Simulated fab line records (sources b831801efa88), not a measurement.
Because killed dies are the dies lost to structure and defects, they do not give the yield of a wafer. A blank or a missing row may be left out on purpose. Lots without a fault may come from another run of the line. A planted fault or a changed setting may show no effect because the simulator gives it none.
Struck lot and sound lot, side by side || flow sky130 || 26 out of 708 route steps
Sound: these wafers, L330.3, L330.4, L330.6. The struck wafers were L343.4, L343.5, L343.6. Last of all comes the cause.
Order at every step that has rows: each side's tool, ch and its chambers, its first start. Under that, the readings that differ: sound wafers || struck wafers || difference of the means || sigmas: that difference in standard deviations of wafers without a fault.
alike: a reading whose means differ by less than 2 such deviations, as well as words and numbers matching on both sides. not compared: withheld readings; readings where some wafer has no value; bounds like >300 that might hide an equal value; numbers whose values overlap and for which the record gives no deviation.
A row with sigmas, a row that says differs or no value, or rows on one side alone: a step with any of these is where the two part. Numbers that don't overlap but have no deviation are shown without sigmas and don't part them. A reading that every wafer of one side lacks parts them only if that side has two wafers or more.

first, 1 step without rows for these wafers: SKY_LDD_P_IMPLANT_09.
SKY_LDD_P_STRIP_10: strips in O2/N2.
  sound on plasmaAsher-01 ch 0,1, day 18 22:18; struck on plasmaAsher-01 ch 0,1, day 24 02:37
  alike: chamberPressureMTorr, drypumpMotorCurrentA, oesProductAu, stripTimeToEndpointS
  not compared: rfHoursCounterH
SKY_LDD_P_TW_MEAS_11:
  sound on filmMetro-03, day 18 22:23; struck on filmMetro-01, day 24 02:43
{"reading": "LDD_P_TW", "sound": "627 626 631", "struck": "639 639 638", "difference": "+11", "sigmas": "+2"}
then, 7 steps without rows for these wafers: SKY_LDD_HVN_DEHYDRATE_00 (time 60 s); SKY_LDD_HVN_HMDS_01 (prime time 60 s); SKY_LDD_HVN_COAT_02 (resist thk 300 nm); SKY_LDD_HVN_SOFTBAKE_03 (time 60 s); SKY_LDD_HVN_EXPOSE_04 (exposes mask HVNTM, target cd 700 nm); SKY_LDD_HVN_PEB_05; SKY_LDD_HVN_DEVELOP_06 (develop time 60 s).
SKY_LDD_HVN_OVL_MEAS_07:
  sound on overlay-01, day 20 05:48; struck on overlay-02, day 25 07:39
  alike: LDD_HVN_OVL
then, 1 step without rows for these wafers: SKY_LDD_HVN_IMPLANT_08.
SKY_LDD_HVN_STRIP_09: strips in O2/N2.
  sound on plasmaAsher-04 ch 0,1, day 20 06:00; struck on plasmaAsher-02 ch 0,1, day 25 07:52
  no value came back on the struck wafers for chamberPressureMTorr (mTorr), drypumpMotorCurrentA (A), oesProductAu (a.u.), stripTimeToEndpointS (s); on the sound wafers chamberPressureMTorr (mTorr) reads 1501.6 1499.7 1498.6
{"reading": "model.NOVOLAK_of_LDD_HVN_COAT_02.thkNm (nm)", "sound": "0 0 0", "struck": "300.5 300.9 300.7", "difference": "+300.7", "sigmas": ""}
  not compared: rfHoursCounterH
SKY_LDD_HVN_TW_MEAS_10:
  sound on filmMetro-03, day 20 06:05; struck on filmMetro-02, day 25 07:57
  alike: LDD_HVN_TW
then, 7 steps without rows for these wafers: SKY_LDD_HVP_DEHYDRATE_00 (time 60 s); SKY_LDD_HVP_HMDS_01 (prime time 60 s); SKY_LDD_HVP_COAT_02 (resist thk 300 nm); SKY_LDD_HVP_SOFTBAKE_03 (time 60 s); SKY_LDD_HVP_EXPOSE_04 (exposes mask HVPTM, target cd 700 nm); SKY_LDD_HVP_PEB_05; SKY_LDD_HVP_DEVELOP_06 (develop time 60 s).
SKY_LDD_HVP_OVL_MEAS_07:
  sound on overlay-02, day 21 12:39; struck on overlay-02, day 26 12:32
  alike: LDD_HVP_OVL
then, 1 step without rows for these wafers: SKY_LDD_HVP_IMPLANT_08.
SKY_LDD_HVP_STRIP_09: strips in O2/N2.
  sound on plasmaAsher-03 ch 0,1, day 21 12:51; struck on plasmaAsher-03 ch 0,1, day 26 12:44
{"reading": "oesProductAu (a.u.)", "sound": "0.411 0.411 0.409", "struck": "0.610 0.610 0.606", "difference": "+0.198", "sigmas": "+44"}
{"reading": "stripTimeToEndpointS (s)", "sound": "4.137 4.140 4.141", "struck": "8.971 8.965 8.969", "difference": "+4.829", "sigmas": "+99 or more"}
  alike: chamberPressureMTorr, drypumpMotorCurrentA
  not compared: rfHoursCounterH
SKY_LDD_HVP_TW_MEAS_10:
  sound on filmMetro-04, day 21 12:56; struck on filmMetro-02, day 26 12:50
{"reading": "LDD_HVP_TW", "sound": "450 451 453", "struck": "31 31 30", "difference": -421, "sigmas": -81}
then, 1 step without rows for these wafers: SKY_LDD_LDN_DEHYDRATE_00 (time 60 s).

== WHERE THEY PART ==
First at SKY_LDD_P_TW_MEAS_11; last, within this record, at SKY_LDD_HVP_TW_MEAS_10.

WHY: the cause the simulator had injected
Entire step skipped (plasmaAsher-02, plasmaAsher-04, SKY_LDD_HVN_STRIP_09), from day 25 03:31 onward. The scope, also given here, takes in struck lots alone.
